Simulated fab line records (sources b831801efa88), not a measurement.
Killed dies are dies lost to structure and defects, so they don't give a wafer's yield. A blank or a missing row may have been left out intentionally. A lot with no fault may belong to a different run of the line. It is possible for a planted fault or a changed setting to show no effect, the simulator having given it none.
fab line records ; flow sky130
record lots=14; wafers=42; last_day=50
route steps=708 shown GATE_OXIDE@189
lots with no fault: from the same line, run without faults
start_h: hours from the record's first day to the start of the lot's first wafer shown ; wait_h: hours from the lot's prior step to this one ; " the same as in the row above ; L1.1+2: several wafers, shown together as one row ; - no value, or no start was given ; * or withheld: withheld ; < > ~ a bound
route shown NAME@n: a module of which the file shows steps, and the number in the route of the first ; usual: mean/standard deviation of fault-free wafers ; same: alike in all rows ; chamber/n: place in a boat ; sites: readings site by site ; _std_site: standard deviation of those values ; _edge_site: mean of outer sites minus mean of inner sites ; radius_mm: how far each site lies from the wafer's centre ; mask NAME#n: copy n ; behind: the most recent tool/chamber to have shaped the wafer ; hold: why the lot was held/for how many hours/how that ended ; device: whichever transistor did not switch (one of n, p or np) ; end of line: tests of these same wafers at the route's end ; a step without rows: its recipe alone ; killed: not the wafer's yield, but the dies lost to structure and defects at the first sort ; map: per-die view of a wafer (x killed, . not killed, _ where there is no die)
set.NAME: the setting that was run; set.NAME@STEP: the one run at that earlier step ; model.NAME: the simulator's own value behind a step, which no gauge read
the route's steps for a sample of lots (tables are steps, rows are wafers)
services: from which hour (start_h, from the record's first day; less than 0 if before it) a tool's chamber was out of use, for how many hours, and why
## steps
# step SKY_GATE_OXIDE_THK_MEAS_02
# recipe reads=SiO2_of_GATE_OXIDE_OXIDATION_01
# usual GATE_OXIDE_OXIDATION_00_THK=10.27/0.18
lot.wafer;tool;chamber;start_h;wait_h;GATE_OXIDE_OXIDATION_00_THK[nm]
L446.3;film_metro-01;-;289.09;0.0;10.39
L446.4;film_metro-01;-;289.09;0.0;10.54
L446.6;film_metro-01;-;289.09;0.0;10.56
L447.1;film_metro-01;-;297.20;0.0;9.90
L447.3;film_metro-01;-;297.20;0.0;9.71
L447.6;film_metro-01;-;297.20;0.0;9.79
L448.1;film_metro-04;-;318.22;0.0;10.34
L448.3;film_metro-04;-;318.22;0.0;10.31
L448.5;film_metro-04;-;318.22;0.0;10.25
L449.1;film_metro-02;-;332.83;0.0;10.35
L449.5;film_metro-02;-;332.83;0.0;10.41
L449.6;film_metro-02;-;332.83;0.0;10.37
L453.1;film_metro-04;-;358.98;0.0;10.32
L453.2;film_metro-04;-;358.98;0.0;10.44
L453.3;film_metro-04;-;358.98;0.0;10.41
L454.1;film_metro-01;-;369.30;0.0;10.48
L454.3;film_metro-01;-;369.30;0.0;10.56
L454.6;film_metro-01;-;369.30;0.0;10.63
L455.2;film_metro-04;-;369.31;0.0;10.47
L455.4;film_metro-04;-;369.31;0.0;10.27
L455.5;film_metro-04;-;369.31;0.0;10.37
L456.4;film_metro-01;-;372.09;0.0;10.62
L456.5;film_metro-01;-;372.09;0.0;10.56
L456.6;film_metro-01;-;372.09;0.0;10.58
L457.3;film_metro-01;-;386.61;0.0;10.31
L457.4;film_metro-01;-;386.61;0.0;10.39
L457.6;film_metro-01;-;386.61;0.0;10.54
L463.1;film_metro-04;-;434.29;0.0;10.08
L463.5;film_metro-04;-;434.29;0.0;10.14
L463.6;film_metro-04;-;434.29;0.0;9.93
L465.2;film_metro-01;-;453.93;0.0;10.17
L465.4;film_metro-01;-;453.93;0.0;10.08
L465.5;film_metro-01;-;453.93;0.0;10.33
L466.1;film_metro-02;-;463.95;0.0;10.36
L466.3;film_metro-02;-;463.95;0.0;10.12
L466.6;film_metro-02;-;463.95;0.0;10.25
L467.3;film_metro-04;-;470.01;0.0;10.10
L467.4;film_metro-04;-;470.01;0.0;10.11
L467.6;film_metro-04;-;470.01;0.0;10.05
L468.4;film_metro-02;-;479.38;0.0;10.06
L468.5;film_metro-02;-;479.38;0.0;10.13
L468.6;film_metro-02;-;479.38;0.0;10.02
# step SKY_GATE_OXIDE_OVL_MEAS_10
# usual GATE_OXIDE_OVL=-0.4/1.3
lot.wafer;tool;chamber;start_h;wait_h;GATE_OXIDE_OVL[nm]
L446.3;overlay-01;-;314.47;0.1;-1.9
L446.4;overlay-01;-;314.47;0.1;-1.0
L446.6;overlay-01;-;314.47;0.1;0.0
L447.1;overlay-01;-;322.30;0.1;0.2
L447.3;overlay-01;-;322.30;0.1;0.2
L447.6;overlay-01;-;322.30;0.1;-0.8
L448.1;overlay-02;-;344.45;0.1;-1.4
L448.3;overlay-02;-;344.45;0.1;0.0
L448.5;overlay-02;-;344.45;0.1;-1.3
L449.1;overlay-02;-;359.31;0.1;-0.5
L449.5;overlay-02;-;359.31;0.1;-2.5
L449.6;overlay-02;-;359.31;0.1;-1.7
L453.1;overlay-01;-;386.71;0.1;1.7
L453.2;overlay-01;-;386.71;0.1;1.3
L453.3;overlay-01;-;386.71;0.1;0.9
L454.1;overlay-02;-;397.05;0.1;-0.7
L454.3;overlay-02;-;397.05;0.1;-1.1
L454.6;overlay-02;-;397.05;0.1;-1.8
L455.2;overlay-01;-;397.35;0.1;1.8
L455.4;overlay-01;-;397.35;0.1;1.9
L455.5;overlay-01;-;397.35;0.1;0.1
L456.4;overlay-01;-;400.02;0.1;0.0
L456.5;overlay-01;-;400.02;0.1;-1.6
L456.6;overlay-01;-;400.02;0.1;-0.2
L457.3;overlay-01;-;414.46;0.1;1.5
L457.4;overlay-01;-;414.46;0.1;1.9
L457.6;overlay-01;-;414.46;0.1;2.2
L463.1;overlay-02;-;465.05;0.1;-0.4
L463.5;overlay-02;-;465.05;0.1;-1.5
L463.6;overlay-02;-;465.05;0.1;-1.0
L465.2;overlay-01;-;483.76;0.1;0.1
L465.4;overlay-01;-;483.76;0.1;-0.2
L465.5;overlay-01;-;483.76;0.1;-0.2
L466.1;overlay-02;-;494.49;0.1;-0.9
L466.3;overlay-02;-;494.49;0.1;-1.1
L466.6;overlay-02;-;494.49;0.1;-2.4
L467.3;overlay-01;-;499.61;0.1;0.1
L467.4;overlay-01;-;499.61;0.1;1.5
L467.6;overlay-01;-;499.61;0.1;2.0
L468.4;overlay-02;-;510.17;0.1;0.8
L468.5;overlay-02;-;510.17;0.1;0.0
L468.6;overlay-02;-;510.17;0.1;0.0
# step SKY_GATE_OXIDE_TW_MEAS_14
# usual GATE_OXIDE_TW=224.6/1.9
lot.wafer;tool;chamber;start_h;wait_h;GATE_OXIDE_TW
L446.3;film_metro-04;-;314.87;0.1;226.1
L446.4;film_metro-04;-;314.87;0.1;224.8
L446.6;film_metro-04;-;314.87;0.1;226.1
L447.1;film_metro-01;-;322.69;0.1;227.2
L447.3;film_metro-01;-;322.69;0.1;226.7
L447.6;film_metro-01;-;322.69;0.1;225.8
L448.1;film_metro-04;-;344.84;0.1;226.7
L448.3;film_metro-04;-;344.84;0.1;226.7
L448.5;film_metro-04;-;344.84;0.1;225.5
L449.1;film_metro-02;-;359.69;0.1;222.4
L449.5;film_metro-02;-;359.69;0.1;222.5
L449.6;film_metro-02;-;359.69;0.1;222.5
L453.1;film_metro-01;-;387.09;0.1;224.8
L453.2;film_metro-01;-;387.09;0.1;223.9
L453.3;film_metro-01;-;387.09;0.1;224.8
L454.1;film_metro-04;-;397.44;0.1;225.6
L454.3;film_metro-04;-;397.44;0.1;224.0
L454.6;film_metro-04;-;397.44;0.1;224.8
L455.2;film_metro-04;-;397.76;0.1;224.8
L455.4;film_metro-04;-;397.76;0.1;225.4
L455.5;film_metro-04;-;397.76;0.1;224.7
L456.4;film_metro-02;-;400.42;0.1;221.2
L456.5;film_metro-02;-;400.42;0.1;219.8
L456.6;film_metro-02;-;400.42;0.1;220.1
L457.3;film_metro-01;-;414.87;0.1;226.6
L457.4;film_metro-01;-;414.87;0.1;225.9
L457.6;film_metro-01;-;414.87;0.1;225.8
L463.1;film_metro-01;-;465.44;0.1;223.2
L463.5;film_metro-01;-;465.44;0.1;225.0
L463.6;film_metro-01;-;465.44;0.1;224.6
L465.2;film_metro-01;-;484.15;0.1;225.7
L465.4;film_metro-01;-;484.15;0.1;226.4
L465.5;film_metro-01;-;484.15;0.1;227.4
L466.1;film_metro-02;-;494.88;0.1;221.4
L466.3;film_metro-02;-;494.88;0.1;220.9
L466.6;film_metro-02;-;494.88;0.1;222.3
L467.3;film_metro-01;-;500.01;0.1;225.5
L467.4;film_metro-01;-;500.01;0.1;226.6
L467.6;film_metro-01;-;500.01;0.1;227.0
L468.4;film_metro-04;-;510.57;0.1;225.5
L468.5;film_metro-04;-;510.57;0.1;225.8
L468.6;film_metro-04;-;510.57;0.1;226.3
# step SKY_GATE_OXIDE_OXIDATION_16
# recipe temp_c=800; ambient=O2; idle_temp_c=700; ramp_up_c_per_min=10; ramp_down_c_per_min=3; stabilise_s=600; purge_s=300; target_thk_a=35.7; ox_time_s=1915
# usual ox_temp_c=800.0/0.36; ox_temp_c_max=804.1/1.8; ox_time_s=1915/0; zone_power_top_pct=33.1/0.95
lot.wafer;tool;chamber;start_h;wait_h;ox_temp_c;ox_temp_c_max;ox_time_s;zone_power_top_pct
L446.3;furnace-02;0;318.22;3.3;800.3;806.1;1915;32.2
L446.4;furnace-02;0;318.22;3.3;800.3;805.7;1915;32.6
L446.6;furnace-02;0;318.22;3.3;800.1;806.1;1915;32.7
L447.1;furnace-01;0;324.23;1.4;799.9;801.8;1915;34.2
L447.3;furnace-01;0;324.23;1.4;799.6;801.4;1915;34.2
L447.6;furnace-01;0;324.23;1.4;799.6;801.7;1915;34.0
L448.1;furnace-02;0;345.34;0.4;799.9;805.3;1915;31.8
L448.3;furnace-02;0;345.34;0.4;800.9;805.7;1915;32.4
L448.5;furnace-02;0;345.34;0.4;800.6;806.9;1915;32.8
L449.1;furnace-02;0;360.15;0.3;799.5;805.1;1915;32.4
L449.5;furnace-02;0;360.15;0.3;799.4;804.3;1915;32.1
L449.6;furnace-02;0;360.15;0.3;799.7;805.3;1915;32.4
L453.1;furnace-01;0;388.63;1.4;800.0;801.9;1915;34.2
L453.2;furnace-01;0;388.63;1.4;799.9;802.3;1915;34.6
L453.3;furnace-01;0;388.63;1.4;800.1;802.1;1915;34.4
L454.1;furnace-02;0;398.85;1.3;800.1;805.3;1915;32.1
L454.3;furnace-02;0;398.85;1.3;800.2;805.0;1915;32.5
L454.6;furnace-02;0;398.85;1.3;799.8;805.5;1915;32.7
L455.2;furnace-02;0;398.85;1.0;799.8;805.6;1915;32.2
L455.4;furnace-02;0;398.85;1.0;800.5;806.9;1915;32.3
L455.5;furnace-02;0;398.85;1.0;799.7;807.1;1915;32.6
L456.4;furnace-02;-;403.24;2.7;-;-;-;-
L456.5;furnace-02;-;403.24;2.7;-;-;-;-
L456.6;furnace-02;-;403.24;2.7;-;-;-;-
L457.3;furnace-01;-;414.96;0.0;-;-;-;-
L457.4;furnace-01;-;414.96;0.0;-;-;-;-
L457.6;furnace-01;-;414.96;0.0;-;-;-;-
L463.1;furnace-02;0;465.55;0.0;799.6;809.1;1915;31.8
L463.5;furnace-02;0;465.55;0.0;799.8;805.4;1915;32.3
L463.6;furnace-02;0;465.55;0.0;800.2;804.4;1915;33.0
L465.2;furnace-01;0;486.27;2.0;800.3;802.5;1915;33.9
L465.4;furnace-01;0;486.27;2.0;800.0;802.1;1915;34.6
L465.5;furnace-01;0;486.27;2.0;800.2;802.5;1915;34.7
L466.1;furnace-01;0;494.99;0.0;799.8;801.9;1915;33.7
L466.3;furnace-01;0;494.99;0.0;799.1;801.3;1915;34.6
L466.6;furnace-01;0;494.99;0.0;799.5;801.3;1915;34.0
L467.3;furnace-02;0;500.10;0.0;800.2;807.3;1915;33.0
L467.4;furnace-02;0;500.10;0.0;800.6;806.1;1915;32.6
L467.6;furnace-02;0;500.10;0.0;799.5;804.6;1915;32.5
L468.4;furnace-02;0;510.65;0.0;799.6;805.3;1915;32.4
L468.5;furnace-02;0;510.65;0.0;799.7;805.1;1915;32.3
L468.6;furnace-02;0;510.65;0.0;800.7;805.1;1915;32.7
## services
tool;chamber;start_h;hours;kind
furnace-01;-;303.50;3.6;pm
furnace-02;-;311.56;2.3;pm
furnace-02;-;332.47;5.2;pm
furnace-02;-;381.05;4.1;pm
furnace-01;-;399.08;3.9;pm
furnace-01;-;465.29;15.6;repair
## key
first_sign step=SKY_GATE_OXIDE_OXIDATION_16; reading=tool_record; direction=missing
effect none on later readings
met_at SKY_GATE_OXIDE_OXIDATION_16
struck_lots L456,L457
later_rows_left_out L456.4,L456.5,L456.6,L457.3,L457.4,L457.6
sort_left_out L456.4,L456.5,L456.6,L457.3,L457.4,L457.6
tester_left_out L456,L457
not_acting_at SKY_GATE_OXIDE_THK_MEAS_02,SKY_GATE_OXIDE_OVL_MEAS_10,SKY_GATE_OXIDE_TW_MEAS_14
onset_between 398.85 403.24
fault kind=skipped_step_whole; tool=furnace-01,furnace-02; chamber=-; onset_h=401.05; steps=SKY_GATE_OXIDE_OXIDATION_16; scope=struck_lots_only
# tester_left_out: of these lots the tester's yield and bins aren't shown, on N5 and GAA mostly nor the transistor test; their killed dies are dies lost to structure and defects alone, not to doping, threshold or leakage, so they don't give the yield
# sort_left_out: the simulated sort isn't trusted on such a fault, so these wafers' sort isn't shown, and their yield isn't known
# later_rows_left_out: the simulator's readings of these wafers behind a module that went badly wrong aren't trusted and aren't shown, but for the sort
